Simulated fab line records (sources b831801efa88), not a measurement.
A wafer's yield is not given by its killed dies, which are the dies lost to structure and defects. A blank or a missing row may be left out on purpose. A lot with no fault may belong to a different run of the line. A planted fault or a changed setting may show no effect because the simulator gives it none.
fab line records :: flow sky130 :: part 2 of 2: steps 30 to 36 of 36
record
  lots=5
  wafers=15
  lastDay=49
route steps=708 shown LDD_HVP@288 LDD_LDN@289 SPACER@304 POLY_CUT@307 SD_P@320
lots with no fault: from the same line, run without faults
startH: hours from the record's opening day to when the first of the lot's shown wafers began :: waitH: hours elapsed since this lot's preceding step :: " identical to the entry in the row above :: L1.1+2: a single row standing in for several wafers :: - value missing, or start not given :: * or withheld: withheld :: < > ~ a bound
route shown NAME@n: a module of which the file shows steps, and the number in the route of the first :: usual: mean/standard deviation of fault-free wafers :: same: alike in all rows :: chamber/n: place in a boat :: sites: readings site by site :: _std_site: how widely they spread, as a standard deviation :: _edge_site: mean of outer sites minus mean of inner sites :: radiusMm: how far each site lies from the wafer's centre :: mask NAME#n: copy n :: behind: tool/chamber where the wafer was last shaped :: hold: why the lot went on hold/how many hours it stayed there/how the hold came to an end :: device: the transistor (n, p or np) that didn't switch :: end of line: tests of these same wafers at the route's end :: a step with no rows: only its recipe :: killed: the dies lost at the first sort to structure and to defects; this is not the yield of the wafer :: map: a wafer's dies, marking killed ones x, the rest . and places with no die _
set.NAME: the run value of the setting; set.NAME@STEP: its run value at that earlier step :: model.NAME: the simulator's own value behind a step, which no gauge read
lots seen at some steps along the route; tables by step, rows by wafer
services: the hour from which a tool's chamber was out of use, counted from the record's first day as startH (under 0 if before that day), plus the number of hours and why
## steps
# step SKY_POLY_CUT_ETCH_10
# recipe
  chemistry=N2/H2
  target=BARC
  ionEnergyEv=200
  sourceW=500
  biasW=100
  pressureMtorr=30
  n2FlowSccm=100
  h2FlowSccm=200
  stopOn=SiO2
  timeS=45.9
  targetDepthA=600
# usual
  drypumpMotorCurrentA=5.6/0.43
  oesProductAu=0.855/0.0048
  throttleValvePct=13.225/0.009
lot.wafer: L075.3
tool: rieDiel-02
chamber: 3
startH: 561.86
waitH: 0.0
drypumpMotorCurrentA: 5.2
oesProductAu: 0.851
rfHoursCounterH: 32
throttleValvePct: 13.220

lot.wafer: L075.4
tool: rieDiel-02
chamber: 1
startH: 561.86
waitH: 0.0
drypumpMotorCurrentA: 5.9
oesProductAu: 0.853
rfHoursCounterH: 11
throttleValvePct: 13.213

lot.wafer: L075.6
tool: rieDiel-02
chamber: 0
startH: 561.86
waitH: 0.0
drypumpMotorCurrentA: 5.3
oesProductAu: 0.848
rfHoursCounterH: -
throttleValvePct: 13.218

lot.wafer: L080.1
tool: rieDiel-03
chamber: 1
startH: 608.83
waitH: 0.0
drypumpMotorCurrentA: 6.2
oesProductAu: 0.850
rfHoursCounterH: 11
throttleValvePct: 13.226

lot.wafer: L080.2
tool: rieDiel-03
chamber: 0
startH: 608.83
waitH: 0.0
drypumpMotorCurrentA: 5.3
oesProductAu: 0.853
rfHoursCounterH: 2
throttleValvePct: 13.207

lot.wafer: L080.5
tool: rieDiel-03
chamber: 3
startH: 608.83
waitH: 0.0
drypumpMotorCurrentA: 5.1
oesProductAu: 0.857
rfHoursCounterH: -
throttleValvePct: 13.235

lot.wafer: L088.1
tool: rieDiel-03
chamber: 3
startH: 676.93
waitH: 0.0
drypumpMotorCurrentA: 5.0
oesProductAu: 0.848
rfHoursCounterH: 54
throttleValvePct: 13.228

lot.wafer: L088.4
tool: rieDiel-03
chamber: 1
startH: 676.93
waitH: 0.0
drypumpMotorCurrentA: 6.2
oesProductAu: 0.857
rfHoursCounterH: 12
throttleValvePct: 13.244

lot.wafer: L088.5
tool: rieDiel-03
chamber: 3
startH: 676.93
waitH: 0.0
drypumpMotorCurrentA: 5.1
oesProductAu: 0.851
rfHoursCounterH: -
throttleValvePct: 13.228

lot.wafer: L091.3
tool: rieDiel-03
chamber: 2
startH: 701.62
waitH: 0.0
drypumpMotorCurrentA: 6.1
oesProductAu: 0.844
rfHoursCounterH: 12
throttleValvePct: 13.227

lot.wafer: L091.4
tool: rieDiel-03
chamber: 0
startH: 701.62
waitH: 0.0
drypumpMotorCurrentA: 5.3
oesProductAu: 0.856
rfHoursCounterH: 5
throttleValvePct: 13.239

lot.wafer: L091.6
tool: rieDiel-03
chamber: 3
startH: 701.62
waitH: 0.0
drypumpMotorCurrentA: 5.1
oesProductAu: 0.856
rfHoursCounterH: -
throttleValvePct: 13.228

lot.wafer: L093.2
tool: rieDiel-01
chamber: 2
startH: 720.58
waitH: 0.0
drypumpMotorCurrentA: 6.3
oesProductAu: 0.860
rfHoursCounterH: 38
throttleValvePct: 13.224

lot.wafer: L093.4
tool: rieDiel-01
chamber: 1
startH: 720.58
waitH: 0.0
drypumpMotorCurrentA: 5.2
oesProductAu: 0.865
rfHoursCounterH: -
throttleValvePct: 13.226

lot.wafer: L093.5
tool: rieDiel-01
chamber: 2
startH: 720.58
waitH: 0.0
drypumpMotorCurrentA: 6.3
oesProductAu: 0.855
rfHoursCounterH: -
throttleValvePct: 13.223
# step SKY_POLY_CUT_ETCH_11
# recipe
  target=Si3N4
  chemistry=CF4/CH2F2/Ar
  stopOn=poly-Si
  sourceW=600
  biasW=150
  pressureMtorr=40
  cf4FlowSccm=40
  ch2f2FlowSccm=20
  Ar_flow_sccm=150
  timeS=42.5
  targetDepthA=600
# usual
  cf4FlowSccm=40.01/0.13
  drypumpMotorCurrentA=5.6/0.43
  mfcArSccm=150.0/0.44
  oesProductAu=0.827/0.0067
  throttleValvePct=14.994/0.0097
lot.wafer: L075.3
tool: rieDiel-02
chamber: 3
startH: 561.90
waitH: 0.0
cf4FlowSccm: 40.03
drypumpMotorCurrentA: 5.2
mfcArSccm: 149.2
oesProductAu: 0.823
rfHoursCounterH: 32
throttleValvePct: 14.992

lot.wafer: L075.4
tool: rieDiel-02
chamber: 1
startH: 561.90
waitH: 0.0
cf4FlowSccm: 40.32
drypumpMotorCurrentA: 6.0
mfcArSccm: 150.6
oesProductAu: 0.828
rfHoursCounterH: 11
throttleValvePct: 14.984

lot.wafer: L075.6
tool: rieDiel-02
chamber: 0
startH: 561.90
waitH: 0.0
cf4FlowSccm: 40.03
drypumpMotorCurrentA: 5.3
mfcArSccm: 150.0
oesProductAu: 0.822
rfHoursCounterH: -
throttleValvePct: 15.014

lot.wafer: L080.1
tool: rieDiel-03
chamber: 1
startH: 608.87
waitH: 0.0
cf4FlowSccm: 39.79
drypumpMotorCurrentA: 6.3
mfcArSccm: 149.8
oesProductAu: 0.843
rfHoursCounterH: 11
throttleValvePct: 14.996

lot.wafer: L080.2
tool: rieDiel-03
chamber: 0
startH: 608.87
waitH: 0.0
cf4FlowSccm: 39.82
drypumpMotorCurrentA: 5.3
mfcArSccm: 150.1
oesProductAu: 0.836
rfHoursCounterH: 3
throttleValvePct: 14.991

lot.wafer: L080.5
tool: rieDiel-03
chamber: 3
startH: 608.87
waitH: 0.0
cf4FlowSccm: 39.96
drypumpMotorCurrentA: 5.1
mfcArSccm: 150.8
oesProductAu: 0.839
rfHoursCounterH: -
throttleValvePct: 15.001

lot.wafer: L088.1
tool: rieDiel-03
chamber: 3
startH: 676.97
waitH: 0.0
cf4FlowSccm: 39.97
drypumpMotorCurrentA: 5.1
mfcArSccm: 149.5
oesProductAu: 0.836
rfHoursCounterH: 54
throttleValvePct: 14.995

lot.wafer: L088.4
tool: rieDiel-03
chamber: 1
startH: 676.97
waitH: 0.0
cf4FlowSccm: 39.76
drypumpMotorCurrentA: 6.3
mfcArSccm: 150.2
oesProductAu: 0.826
rfHoursCounterH: 12
throttleValvePct: 14.997

lot.wafer: L088.5
tool: rieDiel-03
chamber: 3
startH: 676.97
waitH: 0.0
cf4FlowSccm: 40.12
drypumpMotorCurrentA: 5.1
mfcArSccm: 149.9
oesProductAu: 0.825
rfHoursCounterH: -
throttleValvePct: 14.994

lot.wafer: L091.3
tool: rieDiel-03
chamber: 2
startH: 701.66
waitH: 0.0
cf4FlowSccm: 39.90
drypumpMotorCurrentA: 6.1
mfcArSccm: 150.5
oesProductAu: 0.821
rfHoursCounterH: 12
throttleValvePct: 14.974

lot.wafer: L091.4
tool: rieDiel-03
chamber: 0
startH: 701.66
waitH: 0.0
cf4FlowSccm: 40.26
drypumpMotorCurrentA: 5.3
mfcArSccm: 149.8
oesProductAu: 0.829
rfHoursCounterH: 5
throttleValvePct: 15.015

lot.wafer: L091.6
tool: rieDiel-03
chamber: 3
startH: 701.66
waitH: 0.0
cf4FlowSccm: 39.94
drypumpMotorCurrentA: 5.1
mfcArSccm: 149.7
oesProductAu: 0.828
rfHoursCounterH: -
throttleValvePct: 14.995

lot.wafer: L093.2
tool: rieDiel-01
chamber: 2
startH: 720.62
waitH: 0.0
cf4FlowSccm: 39.94
drypumpMotorCurrentA: 6.3
mfcArSccm: 150.5
oesProductAu: 0.839
rfHoursCounterH: 38
throttleValvePct: 14.979

lot.wafer: L093.4
tool: rieDiel-01
chamber: 1
startH: 720.62
waitH: 0.0
cf4FlowSccm: 39.92
drypumpMotorCurrentA: 5.2
mfcArSccm: 150.4
oesProductAu: 0.817
rfHoursCounterH: -
throttleValvePct: 14.989

lot.wafer: L093.5
tool: rieDiel-01
chamber: 2
startH: 720.62
waitH: 0.0
cf4FlowSccm: 39.89
drypumpMotorCurrentA: 6.3
mfcArSccm: 151.0
oesProductAu: 0.827
rfHoursCounterH: -
throttleValvePct: 15.012
# step SKY_POLY_CUT_STRIP_12
# recipe
  chemistry=O2/N2
  powerW=1400
  pressureMtorr=1500
  platenTempC=withheld
  o2FlowSccm=3000
  n2FlowSccm=300
  overashFraction=0.5
# usual
  drypumpMotorCurrentA=5.6/0.64
  oesProductAu=0.452/0.0042
  stripTimeToEndpointS=5.359/0.019
lot.wafer: L075.3
tool: plasmaAsher-02
chamber: 1
startH: 561.97
waitH: 0.1
drypumpMotorCurrentA: 4.8
oesProductAu: 0.456
rfHoursCounterH: -
stripTimeToEndpointS: 5.363

lot.wafer: L075.4
tool: plasmaAsher-02
chamber: 0
startH: 561.97
waitH: 0.1
drypumpMotorCurrentA: 6.0
oesProductAu: 0.451
rfHoursCounterH: -
stripTimeToEndpointS: 5.361

lot.wafer: L075.6
tool: plasmaAsher-02
chamber: 1
startH: 561.97
waitH: 0.1
drypumpMotorCurrentA: 4.8
oesProductAu: 0.455
rfHoursCounterH: -
stripTimeToEndpointS: 5.335

lot.wafer: L080.1
tool: plasmaAsher-03
chamber: 1
startH: 608.91
waitH: 0.0
drypumpMotorCurrentA: 5.8
oesProductAu: 0.449
rfHoursCounterH: 18
stripTimeToEndpointS: 5.356

lot.wafer: L080.2
tool: plasmaAsher-03
chamber: 0
startH: 608.91
waitH: 0.0
drypumpMotorCurrentA: 5.5
oesProductAu: 0.449
rfHoursCounterH: 18
stripTimeToEndpointS: 5.379

lot.wafer: L080.5
tool: plasmaAsher-03
chamber: 1
startH: 608.91
waitH: 0.0
drypumpMotorCurrentA: 5.8
oesProductAu: 0.451
rfHoursCounterH: -
stripTimeToEndpointS: 5.357

lot.wafer: L088.1
tool: plasmaAsher-02
chamber: 1
startH: 677.01
waitH: 0.0
drypumpMotorCurrentA: 4.8
oesProductAu: 0.448
rfHoursCounterH: 102
stripTimeToEndpointS: 5.359

lot.wafer: L088.4
tool: plasmaAsher-02
chamber: 0
startH: 677.01
waitH: 0.0
drypumpMotorCurrentA: 6.1
oesProductAu: 0.456
rfHoursCounterH: -
stripTimeToEndpointS: 5.332

lot.wafer: L088.5
tool: plasmaAsher-02
chamber: 0
startH: 677.01
waitH: 0.0
drypumpMotorCurrentA: 6.0
oesProductAu: 0.455
rfHoursCounterH: -
stripTimeToEndpointS: 5.310

lot.wafer: L091.3
tool: plasmaAsher-02
chamber: 0
startH: 701.73
waitH: 0.1
drypumpMotorCurrentA: 6.1
oesProductAu: 0.457
rfHoursCounterH: -
stripTimeToEndpointS: 5.365

lot.wafer: L091.4
tool: plasmaAsher-02
chamber: 1
startH: 701.73
waitH: 0.1
drypumpMotorCurrentA: 4.8
oesProductAu: 0.455
rfHoursCounterH: -
stripTimeToEndpointS: 5.372

lot.wafer: L091.6
tool: plasmaAsher-02
chamber: 0
startH: 701.73
waitH: 0.1
drypumpMotorCurrentA: 6.1
oesProductAu: 0.453
rfHoursCounterH: -
stripTimeToEndpointS: 5.376

lot.wafer: L093.2
tool: plasmaAsher-02
chamber: 0
startH: 720.66
waitH: 0.0
drypumpMotorCurrentA: 6.1
oesProductAu: 0.454
rfHoursCounterH: 106
stripTimeToEndpointS: 5.363

lot.wafer: L093.4
tool: plasmaAsher-02
chamber: 1
startH: 720.66
waitH: 0.0
drypumpMotorCurrentA: 4.8
oesProductAu: 0.455
rfHoursCounterH: -
stripTimeToEndpointS: 5.369

lot.wafer: L093.5
tool: plasmaAsher-02
chamber: 0
startH: 720.66
waitH: 0.0
drypumpMotorCurrentA: 6.1
oesProductAu: 0.450
rfHoursCounterH: -
stripTimeToEndpointS: 5.343
# step SKY_SD_P_DEHYDRATE_00
# recipe
  tempC=200
  timeS=60
# usual
  resistLineTempC=23.01/0.1
lot.wafer: L075.3
tool: lithoTrack-02
chamber: 0
startH: 577.05
waitH: 15.0
resistLineTempC: 23.15

lot.wafer: L075.4
tool: lithoTrack-02
chamber: 0
startH: 577.05
waitH: 15.0
resistLineTempC: 23.20

lot.wafer: L075.6
tool: lithoTrack-02
chamber: 0
startH: 577.05
waitH: 15.0
resistLineTempC: 23.08

lot.wafer: L080.1
tool: lithoTrack-01
chamber: 0
startH: 622.86
waitH: 13.9
resistLineTempC: 22.96

lot.wafer: L080.2
tool: lithoTrack-01
chamber: 0
startH: 622.86
waitH: 13.9
resistLineTempC: 22.91

lot.wafer: L080.5
tool: lithoTrack-01
chamber: 0
startH: 622.86
waitH: 13.9
resistLineTempC: 23.13

lot.wafer: L088.1
tool: lithoTrack-02
chamber: 0
startH: 690.70
waitH: 13.7
resistLineTempC: 23.08

lot.wafer: L088.4
tool: lithoTrack-02
chamber: 0
startH: 690.70
waitH: 13.7
resistLineTempC: 23.01

lot.wafer: L088.5
tool: lithoTrack-02
chamber: 0
startH: 690.70
waitH: 13.7
resistLineTempC: 22.85

lot.wafer: L091.3
tool: lithoTrack-01
chamber: 0
startH: 715.41
waitH: 13.6
resistLineTempC: 22.95

lot.wafer: L091.4
tool: lithoTrack-01
chamber: 0
startH: 715.41
waitH: 13.6
resistLineTempC: 22.98

lot.wafer: L091.6
tool: lithoTrack-01
chamber: 0
startH: 715.41
waitH: 13.6
resistLineTempC: 23.18

lot.wafer: L093.2
tool: lithoTrack-03
chamber: 0
startH: 733.17
waitH: 12.5
resistLineTempC: 23.00

lot.wafer: L093.4
tool: lithoTrack-03
chamber: 0
startH: 733.17
waitH: 12.5
resistLineTempC: 23.04

lot.wafer: L093.5
tool: lithoTrack-03
chamber: 0
startH: 733.17
waitH: 12.5
resistLineTempC: 23.00
# step SKY_SD_P_HMDS_01
# recipe
  primeTimeS=60
  primeTempC=120
# usual
  resistLineTempC=22.99/0.11
lot.wafer: L075.3
tool: lithoTrack-02
chamber: 0
startH: 577.20
waitH: 0.1
resistLineTempC: 22.95

lot.wafer: L075.4
tool: lithoTrack-02
chamber: 0
startH: 577.20
waitH: 0.1
resistLineTempC: 22.91

lot.wafer: L075.6
tool: lithoTrack-02
chamber: 0
startH: 577.20
waitH: 0.1
resistLineTempC: 23.10

lot.wafer: L080.1
tool: lithoTrack-01
chamber: 0
startH: 623.01
waitH: 0.1
resistLineTempC: 22.98

lot.wafer: L080.2
tool: lithoTrack-01
chamber: 0
startH: 623.01
waitH: 0.1
resistLineTempC: 22.96

lot.wafer: L080.5
tool: lithoTrack-01
chamber: 0
startH: 623.01
waitH: 0.1
resistLineTempC: 23.02

lot.wafer: L088.1
tool: lithoTrack-02
chamber: 0
startH: 690.85
waitH: 0.1
resistLineTempC: 23.04

lot.wafer: L088.4
tool: lithoTrack-02
chamber: 0
startH: 690.85
waitH: 0.1
resistLineTempC: 23.00

lot.wafer: L088.5
tool: lithoTrack-02
chamber: 0
startH: 690.85
waitH: 0.1
resistLineTempC: 22.95

lot.wafer: L091.3
tool: lithoTrack-01
chamber: 0
startH: 715.56
waitH: 0.1
resistLineTempC: 22.99

lot.wafer: L091.4
tool: lithoTrack-01
chamber: 0
startH: 715.56
waitH: 0.1
resistLineTempC: 23.08

lot.wafer: L091.6
tool: lithoTrack-01
chamber: 0
startH: 715.56
waitH: 0.1
resistLineTempC: 23.10

lot.wafer: L093.2
tool: lithoTrack-03
chamber: 0
startH: 733.32
waitH: 0.1
resistLineTempC: 23.17

lot.wafer: L093.4
tool: lithoTrack-03
chamber: 0
startH: 733.32
waitH: 0.1
resistLineTempC: 23.09

lot.wafer: L093.5
tool: lithoTrack-03
chamber: 0
startH: 733.32
waitH: 0.1
resistLineTempC: 23.16
# step SKY_SD_P_COAT_02
# recipe
  resist=NOVOLAK
  spinRpm=3000
  resistThkNm=1140
# usual
  resistLineTempC=22.99/0.11
lot.wafer: L075.3
tool: lithoTrack-02
chamber: 0
startH: 577.35
waitH: 0.1
resistLineTempC: 22.97

lot.wafer: L075.4
tool: lithoTrack-02
chamber: 0
startH: 577.35
waitH: 0.1
resistLineTempC: 22.98

lot.wafer: L075.6
tool: lithoTrack-02
chamber: 0
startH: 577.35
waitH: 0.1
resistLineTempC: 23.05

lot.wafer: L080.1
tool: lithoTrack-01
chamber: 0
startH: 623.16
waitH: 0.1
resistLineTempC: 23.09

lot.wafer: L080.2
tool: lithoTrack-01
chamber: 0
startH: 623.16
waitH: 0.1
resistLineTempC: 23.10

lot.wafer: L080.5
tool: lithoTrack-01
chamber: 0
startH: 623.16
waitH: 0.1
resistLineTempC: 22.83

lot.wafer: L088.1
tool: lithoTrack-02
chamber: 0
startH: 691.00
waitH: 0.1
resistLineTempC: 22.78

lot.wafer: L088.4
tool: lithoTrack-02
chamber: 0
startH: 691.00
waitH: 0.1
resistLineTempC: 22.94

lot.wafer: L088.5
tool: lithoTrack-02
chamber: 0
startH: 691.00
waitH: 0.1
resistLineTempC: 22.98

lot.wafer: L091.3
tool: lithoTrack-01
chamber: 0
startH: 715.71
waitH: 0.1
resistLineTempC: 22.89

lot.wafer: L091.4
tool: lithoTrack-01
chamber: 0
startH: 715.71
waitH: 0.1
resistLineTempC: 23.02

lot.wafer: L091.6
tool: lithoTrack-01
chamber: 0
startH: 715.71
waitH: 0.1
resistLineTempC: 22.79

lot.wafer: L093.2
tool: lithoTrack-03
chamber: 0
startH: 733.47
waitH: 0.1
resistLineTempC: 23.04

lot.wafer: L093.4
tool: lithoTrack-03
chamber: 0
startH: 733.47
waitH: 0.1
resistLineTempC: 22.95

lot.wafer: L093.5
tool: lithoTrack-03
chamber: 0
startH: 733.47
waitH: 0.1
resistLineTempC: 22.95
# step SKY_SD_P_SOFTBAKE_03
# recipe
  tempC=90
  timeS=60
  resist=NOVOLAK
# usual
  resistLineTempC=23.02/0.1
lot.wafer: L075.3
tool: lithoTrack-02
chamber: 0
startH: 577.50
waitH: 0.1
resistLineTempC: 23.01

lot.wafer: L075.4
tool: lithoTrack-02
chamber: 0
startH: 577.50
waitH: 0.1
resistLineTempC: 23.01

lot.wafer: L075.6
tool: lithoTrack-02
chamber: 0
startH: 577.50
waitH: 0.1
resistLineTempC: 22.92

lot.wafer: L080.1
tool: lithoTrack-01
chamber: 0
startH: 623.31
waitH: 0.1
resistLineTempC: 23.02

lot.wafer: L080.2
tool: lithoTrack-01
chamber: 0
startH: 623.31
waitH: 0.1
resistLineTempC: 23.11

lot.wafer: L080.5
tool: lithoTrack-01
chamber: 0
startH: 623.31
waitH: 0.1
resistLineTempC: 23.13

lot.wafer: L088.1
tool: lithoTrack-02
chamber: 0
startH: 691.15
waitH: 0.1
resistLineTempC: 22.99

lot.wafer: L088.4
tool: lithoTrack-02
chamber: 0
startH: 691.15
waitH: 0.1
resistLineTempC: 22.95

lot.wafer: L088.5
tool: lithoTrack-02
chamber: 0
startH: 691.15
waitH: 0.1
resistLineTempC: 22.93

lot.wafer: L091.3
tool: lithoTrack-01
chamber: 0
startH: 715.86
waitH: 0.1
resistLineTempC: 23.07

lot.wafer: L091.4
tool: lithoTrack-01
chamber: 0
startH: 715.86
waitH: 0.1
resistLineTempC: 23.15

lot.wafer: L091.6
tool: lithoTrack-01
chamber: 0
startH: 715.86
waitH: 0.1
resistLineTempC: 23.04

lot.wafer: L093.2
tool: lithoTrack-03
chamber: 0
startH: 733.62
waitH: 0.1
resistLineTempC: 22.93

lot.wafer: L093.4
tool: lithoTrack-03
chamber: 0
startH: 733.62
waitH: 0.1
resistLineTempC: 22.79

lot.wafer: L093.5
tool: lithoTrack-03
chamber: 0
startH: 733.62
waitH: 0.1
resistLineTempC: 22.94
## services
tool: rieDiel-01
chamber: -
startH: 490.17
hours: 71.9
kind: repair

tool: rieDiel-03
chamber: 2
startH: 499.63
hours: 2.6
kind: repair

tool: implanter-02
chamber: -
startH: 501.35
hours: 107.6
kind: pm

tool: implanter-04
chamber: -
startH: 504.35
hours: 3.4
kind: repair

tool: krfScanner-01
chamber: -
startH: 504.77
hours: 1.3
kind: pm

tool: krfScanner-01
chamber: -
startH: 507.74
hours: 4.0
kind: pm

tool: implanter-03
chamber: -
startH: 513.83
hours: 5.8
kind: repair

tool: rieDiel-03
chamber: 0
startH: 514.69
hours: 16.2
kind: repair

tool: implanter-04
chamber: -
startH: 525.32
hours: 3.5
kind: pm

tool: rieDiel-04
chamber: 2
startH: 534.73
hours: 7.9
kind: repair

tool: rieDiel-02
chamber: -
startH: 535.45
hours: 0.4
kind: repair

tool: plasmaAsher-04
chamber: -
startH: 538.56
hours: 1.7
kind: repair

tool: krfScanner-01
chamber: -
startH: 542.80
hours: 0.8
kind: pm

tool: implanter-04
chamber: -
startH: 548.24
hours: 2.2
kind: repair

tool: plasmaAsher-02
chamber: -
startH: 571.81
hours: 1.7
kind: repair

tool: ilineStepper-01
chamber: -
startH: 587.14
hours: 6.8
kind: repair

tool: implanter-02
chamber: -
startH: 610.17
hours: 4.4
kind: pm

tool: krfScanner-01
chamber: -
startH: 647.09
hours: 1.0
kind: pm

tool: implanter-04
chamber: -
startH: 660.09
hours: 1.4
kind: repair

tool: krfScanner-01
chamber: -
startH: 680.67
hours: 1.3
kind: pm

tool: lpcvd-02
chamber: -
startH: 680.92
hours: 1.5
kind: repair

tool: krfScanner-01
chamber: -
startH: 690.30
hours: 6.2
kind: repair

tool: krfScanner-01
chamber: -
startH: 711.60
hours: 0.8
kind: pm

tool: implanter-03
chamber: -
startH: 730.68
hours: 2.1
kind: repair
